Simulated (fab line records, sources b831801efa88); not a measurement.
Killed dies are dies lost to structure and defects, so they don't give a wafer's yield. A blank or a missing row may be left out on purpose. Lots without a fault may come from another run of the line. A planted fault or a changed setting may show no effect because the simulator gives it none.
Tool commonality check | flow sky130 | 10 lots, 30 wafers sampled

WHY IT WAS OPENED
At SKY_POLY_GATE_THK_MEAS_01 the reading POLY_GATE_CVD_00_THK is flagged on 1 of 10 lots. Wafers without a fault read 179.9 nm, standard deviation 1.5.
Rule: a lot is flagged when every wafer of it that has a number lies more than 4 standard deviations from that mean, or none has a number. The other lots count as sound.

lot  | measured     | on            | POLY_GATE_CVD_00_THK (nm), wafer by wafer | flag
L982 | day 14 10:48 | film_metro-02 | 180.6 182.6 182.7                         |
L983 | day 14 16:34 | film_metro-02 | 181.4 181.4 181.3                         |
L986 | day 16 21:04 | film_metro-02 | 181.1 179.5 179.4                         |
L987 | day 16 22:35 | film_metro-04 | 178.1 179.1 177.4                         |
L988 | day 16 22:36 | film_metro-02 | 181.3 180.0 180.7                         |
L989 | day 17 03:03 | film_metro-04 | 180.2 180.3 179.6                         |
L991 | day 17 22:56 | film_metro-04 | 180.5 180.8 180.8                         |
L992 | day 18 09:10 | film_metro-04 | 180.6 180.6 181.2                         |
L994 | day 19 03:38 | film_metro-02 | 148.1 146.7 147.7                         | FLAGGED
L103 | day 21 19:44 | film_metro-01 | 180.0 179.4 178.1                         |
The numbers of the flagged lots are 147.5 nm on average: -32.4 nm against the usual, or -22 standard deviations.

WHICH TOOL RAN EACH LOT
The record holds 2 process steps before the reading, out of a route of 708 steps. In each cell: the tool, then ch and the chambers that the sampled wafers went through, then the start.
lot  | flag    | SKY_PWDE_STRIP_09                   | SKY_POLY_GATE_CVD_00
L982 |         | plasma_asher-04 ch 0,1, day 4 05:59 | lpcvd-01 ch 1, day 14 09:34
L983 |         | plasma_asher-04 ch 0,1, day 4 08:50 | lpcvd-01 ch 1, day 14 15:20
L986 |         | plasma_asher-04 ch 0,1, day 5 04:59 | lpcvd-01 ch 1, day 16 19:51
L987 |         | plasma_asher-03 ch 0,1, day 5 13:13 | lpcvd-01 ch 1, day 16 21:23
L988 |         | plasma_asher-02 ch 0,1, day 5 16:59 | lpcvd-01 ch 0, day 16 21:23
L989 |         | plasma_asher-04 ch 0,1, day 5 23:07 | lpcvd-01 ch 0, day 17 01:50
L991 |         | plasma_asher-04 ch 0,1, day 6 10:58 | lpcvd-01 ch 0, day 17 21:44
L992 |         | plasma_asher-04 ch 0,1, day 6 17:07 | lpcvd-01 ch 1, day 18 07:57
L994 | FLAGGED | plasma_asher-03 ch 0,1, day 7 04:26 | lpcvd-01 ch 1, day 19 02:24
L103 |         | plasma_asher-04 ch 1, day 9 05:19   | lpcvd-01 ch 0, day 21 18:32
What these steps do:
- SKY_PWDE_STRIP_09: strips in O2/N2.
- SKY_POLY_GATE_CVD_00: deposits poly-Si, target thk 180 nm, time 720 s.
- SKY_POLY_GATE_THK_MEAS_01

FLAGGED OVER TOTAL, TOOL BY TOOL (the gauges that took the reading come last)
step                      | tool            | lots run | flagged | share of the flagged lots | sound lots run after its first flagged lot
SKY_PWDE_STRIP_09         | plasma_asher-02 | 1        | 0       | none                      | -
SKY_PWDE_STRIP_09         | plasma_asher-03 | 2        | 1       | all                       | 0
SKY_PWDE_STRIP_09         | plasma_asher-04 | 7        | 0       | none                      | -
SKY_POLY_GATE_CVD_00      | lpcvd-01        | 10       | 1       | all                       | 1 (L103)
SKY_POLY_GATE_THK_MEAS_01 | film_metro-01   | 1        | 0       | none                      | -
SKY_POLY_GATE_THK_MEAS_01 | film_metro-02   | 5        | 1       | all                       | 0
SKY_POLY_GATE_THK_MEAS_01 | film_metro-04   | 4        | 0       | none                      | -

WHAT THE TABLE ALLOWS
3 rows of the table ran every flagged lot: plasma_asher-03 at SKY_PWDE_STRIP_09, lpcvd-01 at SKY_POLY_GATE_CVD_00, film_metro-02 at SKY_POLY_GATE_THK_MEAS_01.
- plasma_asher-03 at SKY_PWDE_STRIP_09: 1 of its 2 lots flagged. Its last sound lot is L987 (day 5 13:13), its first flagged lot L994 (day 7 04:26): a fault that began between those two fits.
- lpcvd-01 at SKY_POLY_GATE_CVD_00: 1 of its 10 lots flagged. Sound lots ran on it after the first flagged one (L103), which a lasting fault on the whole tool wouldn't allow. Its own readings lie more than 4 standard deviations out on every wafer of the flagged lots: spike_tc_bottom_C, spike_tc_centre_C, spike_tc_lower_C, spike_tc_upper_C, susceptor_temp_C.
- film_metro-02 at SKY_POLY_GATE_THK_MEAS_01: 1 of its 5 lots flagged. Its last sound lot is L988 (day 16 22:36), its first flagged lot L994 (day 19 03:38): a fault that began between those two fits.
Counting lots can't tell these 2 tools apart, because each fits a fault that began at some hour. More lots, or a look at what each step does to the wafer, might.

WHAT THE SIMULATOR HAD PUT IN
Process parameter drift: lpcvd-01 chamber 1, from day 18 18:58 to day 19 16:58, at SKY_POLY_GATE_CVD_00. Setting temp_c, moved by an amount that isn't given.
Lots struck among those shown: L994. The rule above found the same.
